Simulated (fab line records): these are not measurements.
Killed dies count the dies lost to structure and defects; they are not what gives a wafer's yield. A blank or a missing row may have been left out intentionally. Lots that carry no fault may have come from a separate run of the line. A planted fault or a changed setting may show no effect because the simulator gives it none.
Which of the tools did it?    flow gf180mcu    7 lots with 21 wafers sampled at 3 steps, on a route of 602 steps

## WHAT THE GAUGES SHOWED, per wafer
GF_TOP_METAL_OVL_MEAS_15.
lot   measured      on          TOP_METAL_OVL (nm)
L727  day 29 01:46  overlay-02  -2.9 -1.2 -1.1
L729  day 29 08:01  overlay-02  -0.1 0.7 1.8
L732  day 29 20:04  overlay-01  -1.4 -1.2 -0.3
L734  day 30 11:47  overlay-02  -0.3 0.9 0.7
L735  day 30 17:49  overlay-01  0.5 -0.8 0.0
L741  day 32 07:37  overlay-02  0.8 -0.3 -0.1
L744  day 33 04:55  overlay-02  0.1 -1.3 0.1

## WHICH TOOL RAN EACH LOT (tool, then ch and the chambers of the sampled wafers, then the start)
lot   GF_STI_WET_ETCH_27             GF_V5_SPUTTER_21
L727  wetBench-03 ch 0, day 2 15:40  pvdSputter-02, day 28 05:10
L729  wetBench-04 ch 0, day 3 00:05  pvdSputter-03, day 28 11:54
L732  wetBench-04 ch 0, day 3 11:52  pvdSputter-01, day 29 00:11
L734  wetBench-03 ch 1, day 3 20:29  pvdSputter-03, day 29 15:30
L735  wetBench-01 ch 3, day 4 03:57  pvdSputter-03, day 29 22:57
L741  wetBench-01 ch 2, day 5 08:47  pvdSputter-02, day 31 14:53
L744  wetBench-01 ch 3, day 6 00:47  pvdSputter-01, day 32 12:08
- GF_STI_WET_ETCH_27: etches Si3N4 in H3PO4, target depth 160 nm, time 1825 s.
- GF_V5_SPUTTER_21: material Ti, target thk 15 nm, time 80.02 s.

## THE ANSWER, worked out from the rows above alone
Rule: what is usual is taken from the lots themselves. Put in order of their means at a reading, lots are off if they are a third of the lots or fewer, leave a main group of 4 or more, and stand apart from it by a gap of 3 or more times the standard deviation of the main group's means; of several such gaps the widest counts. If all means in a main group match to the digits the tables above print for the reading, that group is not used. Also off: a lot with no number at a reading for which 4 or more lots have one. All remaining lots with rows at the step are treated as sound.
Nothing can be told from this: no lot is off at any reading shown.

## WHAT THE SIMULATOR HAD INSERTED
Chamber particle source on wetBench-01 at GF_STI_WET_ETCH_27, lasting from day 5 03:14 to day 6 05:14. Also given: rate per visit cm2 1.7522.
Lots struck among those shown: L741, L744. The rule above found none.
